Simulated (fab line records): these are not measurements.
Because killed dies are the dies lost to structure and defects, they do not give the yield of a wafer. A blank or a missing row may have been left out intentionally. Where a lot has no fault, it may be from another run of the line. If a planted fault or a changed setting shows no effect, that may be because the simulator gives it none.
Which tool was responsible? :: flow gf180mcu :: Sampling: 13 lots, 39 wafers, 4 of 602 route steps

WHAT EACH GAUGE READ, for each wafer
GF_DUAL_GATE_THK_MEAS_03.
lot: L226
measured: day 7 23:48
on: film_metro-04
DUAL_GATE_OXIDATION_00_THK (nm): 11.05 11.00 11.02

lot: L228
measured: day 8 04:13
on: film_metro-01
DUAL_GATE_OXIDATION_00_THK (nm): 11.53 11.20 11.22

lot: L227
measured: day 8 07:18
on: film_metro-01
DUAL_GATE_OXIDATION_00_THK (nm): 10.95 10.98 10.76

lot: L229
measured: day 8 10:53
on: film_metro-01
DUAL_GATE_OXIDATION_00_THK (nm): 10.87 10.99 11.08

lot: L231
measured: day 9 01:52
on: film_metro-04
DUAL_GATE_OXIDATION_00_THK (nm): 10.77 10.85 10.87

lot: L232
measured: day 9 08:08
on: film_metro-04
DUAL_GATE_OXIDATION_00_THK (nm): 10.94 10.98 11.03

lot: L235
measured: day 10 04:20
on: film_metro-01
DUAL_GATE_OXIDATION_00_THK (nm): 12.34 12.24 12.24

lot: L237
measured: day 10 17:29
on: film_metro-03
DUAL_GATE_OXIDATION_00_THK (nm): 12.74 12.63 12.77

lot: L245
measured: day 13 03:37
on: film_metro-01
DUAL_GATE_OXIDATION_00_THK (nm): 10.73 10.84 10.79

lot: L246
measured: day 13 09:56
on: film_metro-04
DUAL_GATE_OXIDATION_00_THK (nm): 11.41 11.43 11.26

lot: L247
measured: day 13 11:23
on: film_metro-01
DUAL_GATE_OXIDATION_00_THK (nm): 11.37 11.19 11.50

lot: L248
measured: day 14 02:54
on: film_metro-04
DUAL_GATE_OXIDATION_00_THK (nm): 10.59 10.58 10.83

lot: L249
measured: day 14 04:22
on: film_metro-03
DUAL_GATE_OXIDATION_00_THK (nm): 10.98 10.70 10.72

GF_M3_OVL_MEAS_15.
lot: L226
measured: day 21 17:56
on: overlay-02
M3_OVL (nm): -7 -4 -5

lot: L228
measured: day 22 01:02
on: overlay-01
M3_OVL (nm): -1 -11 -7

lot: L227
measured: day 22 04:38
on: overlay-01
M3_OVL (nm): 4 -1 2

lot: L229
measured: day 22 08:53
on: overlay-02
M3_OVL (nm): 5 -7 4

lot: L231
measured: day 23 08:14
on: overlay-01
M3_OVL (nm): -4 -3 -5

lot: L232
measured: day 23 17:14
on: overlay-01
M3_OVL (nm): -9 -4 -5

lot: L235
measured: day 24 15:38
on: overlay-02
M3_OVL (nm): 5 -2 6

lot: L237
measured: day 25 06:05
on: overlay-01
M3_OVL (nm): -3 -5 0

lot: L245
measured: day 27 21:59
on: overlay-01
M3_OVL (nm): -2 -1 2

lot: L246
measured: day 28 04:17
on: overlay-02
M3_OVL (nm): -2 4 0

lot: L247
measured: day 28 04:26
on: overlay-01
M3_OVL (nm): -3 -2 0

lot: L248
measured: day 28 19:56
on: overlay-01
M3_OVL (nm): -1 -9 -6

lot: L249
measured: day 28 21:39
on: overlay-01
M3_OVL (nm): -5 -8 -8

GF_V3_THK_MEAS_25: measures by xrf.
lot: L226
measured: day 22 19:13
on: film_metro-01
V3_W_THK (nm): 356 369 353

lot: L228
measured: day 23 02:56
on: film_metro-04
V3_W_THK (nm): 352 345 352

lot: L227
measured: day 23 05:52
on: film_metro-03
V3_W_THK (nm): 353 361 360

lot: L229
measured: day 23 10:35
on: film_metro-01
V3_W_THK (nm): 351 351 345

lot: L231
measured: day 24 09:24
on: film_metro-04
V3_W_THK (nm): 345 347 344

lot: L232
measured: day 24 17:48
on: film_metro-03
V3_W_THK (nm): 354 354 354

lot: L235
measured: day 25 15:52
on: film_metro-04
V3_W_THK (nm): 342 340 338

lot: L237
measured: day 26 05:59
on: film_metro-03
V3_W_THK (nm): 352 358 353

lot: L245
measured: day 28 20:34
on: film_metro-04
V3_W_THK (nm): 346 342 345

lot: L246
measured: day 29 02:40
on: film_metro-03
V3_W_THK (nm): 354 350 357

lot: L247
measured: day 29 01:58
on: film_metro-03
V3_W_THK (nm): 361 363 362

lot: L248
measured: day 29 18:10
on: film_metro-03
V3_W_THK (nm): 348 349 351

lot: L249
measured: day 29 19:13
on: film_metro-04
V3_W_THK (nm): 333 333 335

EACH LOT AND THE TOOL THAT RAN IT (in order: tool; ch and the chambers of the sampled wafers; start)
lot: L226
GF_DUAL_GATE_OXIDATION_02: furnace-01 ch 0, day 7 22:21

lot: L228
GF_DUAL_GATE_OXIDATION_02: furnace-01 ch 0, day 8 02:46

lot: L227
GF_DUAL_GATE_OXIDATION_02: furnace-02 ch 0, day 8 05:51

lot: L229
GF_DUAL_GATE_OXIDATION_02: furnace-01 ch 0, day 8 09:26

lot: L231
GF_DUAL_GATE_OXIDATION_02: furnace-02 ch 0, day 9 00:25

lot: L232
GF_DUAL_GATE_OXIDATION_02: furnace-02 ch 0, day 9 06:41

lot: L235
GF_DUAL_GATE_OXIDATION_02: furnace-02 ch 0, day 10 02:53

lot: L237
GF_DUAL_GATE_OXIDATION_02: furnace-02 ch 0, day 10 16:02

lot: L245
GF_DUAL_GATE_OXIDATION_02: furnace-01 ch 0, day 13 02:10

lot: L246
GF_DUAL_GATE_OXIDATION_02: furnace-02 ch 0, day 13 08:29

lot: L247
GF_DUAL_GATE_OXIDATION_02: furnace-02 ch 0, day 13 09:56

lot: L248
GF_DUAL_GATE_OXIDATION_02: furnace-01 ch 0, day 14 01:28

lot: L249
GF_DUAL_GATE_OXIDATION_02: furnace-01 ch 0, day 14 02:54
- GF_DUAL_GATE_OXIDATION_02: stabilise 600 s, purge 300 s, target thk 10.887 nm.

AS READ BY THE TOOLS THEMSELVES (means over the sampled wafers that have a number; for cases with no such wafer, the mark the record gives instead)
GF_DUAL_GATE_OXIDATION_02.
lot: L226
tool: furnace-01
ox_temp_c (C): 900.3
spike_tc_bottom_C (C): 925.6
spike_tc_upper_C (C): 901.0
tube_center_temp_C (C): 899.97

lot: L228
tool: furnace-01
ox_temp_c (C): 900.4
spike_tc_bottom_C (C): 925.8
spike_tc_upper_C (C): 900.9
tube_center_temp_C (C): 899.98

lot: L227
tool: furnace-02
ox_temp_c (C): 899.6
spike_tc_bottom_C (C): 919.8
spike_tc_upper_C (C): 899.2
tube_center_temp_C (C): 900.01

lot: L229
tool: furnace-01
ox_temp_c (C): 899.5
spike_tc_bottom_C (C): 925.5
spike_tc_upper_C (C): 900.7
tube_center_temp_C (C): 899.97

lot: L231
tool: furnace-02
ox_temp_c (C): 899.6
spike_tc_bottom_C (C): 920.4
spike_tc_upper_C (C): 900.1
tube_center_temp_C (C): 899.93

lot: L232
tool: furnace-02
ox_temp_c (C): 899.9
spike_tc_bottom_C (C): 920.3
spike_tc_upper_C (C): 899.8
tube_center_temp_C (C): 899.95

lot: L235
tool: furnace-02
ox_temp_c (C): 899.9
spike_tc_bottom_C (C): 920.7
spike_tc_upper_C (C): 899.4
tube_center_temp_C (C): 900.00

lot: L237
tool: furnace-02
ox_temp_c (C): 899.8
spike_tc_bottom_C (C): 920.0
spike_tc_upper_C (C): 899.1
tube_center_temp_C (C): 900.08

lot: L245
tool: furnace-01
ox_temp_c (C): 899.9
spike_tc_bottom_C (C): 926.0
spike_tc_upper_C (C): 901.1
tube_center_temp_C (C): 899.95

lot: L246
tool: furnace-02
ox_temp_c (C): 900.1
spike_tc_bottom_C (C): 920.0
spike_tc_upper_C (C): 899.3
tube_center_temp_C (C): 900.01

lot: L247
tool: furnace-02
ox_temp_c (C): 900.4
spike_tc_bottom_C (C): 919.9
spike_tc_upper_C (C): 898.9
tube_center_temp_C (C): 899.98

lot: L248
tool: furnace-01
ox_temp_c (C): 899.8
spike_tc_bottom_C (C): 925.7
spike_tc_upper_C (C): 900.4
tube_center_temp_C (C): 900.02

lot: L249
tool: furnace-01
ox_temp_c (C): 899.8
spike_tc_bottom_C (C): 924.9
spike_tc_upper_C (C): 901.2
tube_center_temp_C (C): 900.02

THE ANSWER, worked out from the rows above alone
Rule: what is usual is taken from the lots themselves. Put in order of their means at a reading, lots are off if they are a third of the lots or fewer, leave a main group of 4 or more, and stand apart from it by a gap of 3 or more times the standard deviation of the main group's means; of several such gaps the widest counts. A main group is skipped when, at the precision printed for the reading in the tables above, its means are all equal. Also off: a lot with no number at a reading for which 4 or more lots have one. Where the step has rows for the other lots, those lots are counted as sound. First the gauges in route order, then the tools' own readings, where a lot's mean is used as printed above. The first step at which some lot is off is used, and at that step the reading that is off furthest; a lot without a number counts as furthest.
Off: at GF_DUAL_GATE_THK_MEAS_03 (DUAL_GATE_OXIDATION_00_THK), L235, L237. Mean 11.00 nm and standard deviation 0.23 in the main group.
If a tool, at a process step before that reading, ran all the lots that are off and no sound lot after the first of them, it fits. Those tools and the gauges at GF_DUAL_GATE_THK_MEAS_03 are tried in the same way. No candidate that was tried fits.

WHAT THE SIMULATOR HAD INSERTED
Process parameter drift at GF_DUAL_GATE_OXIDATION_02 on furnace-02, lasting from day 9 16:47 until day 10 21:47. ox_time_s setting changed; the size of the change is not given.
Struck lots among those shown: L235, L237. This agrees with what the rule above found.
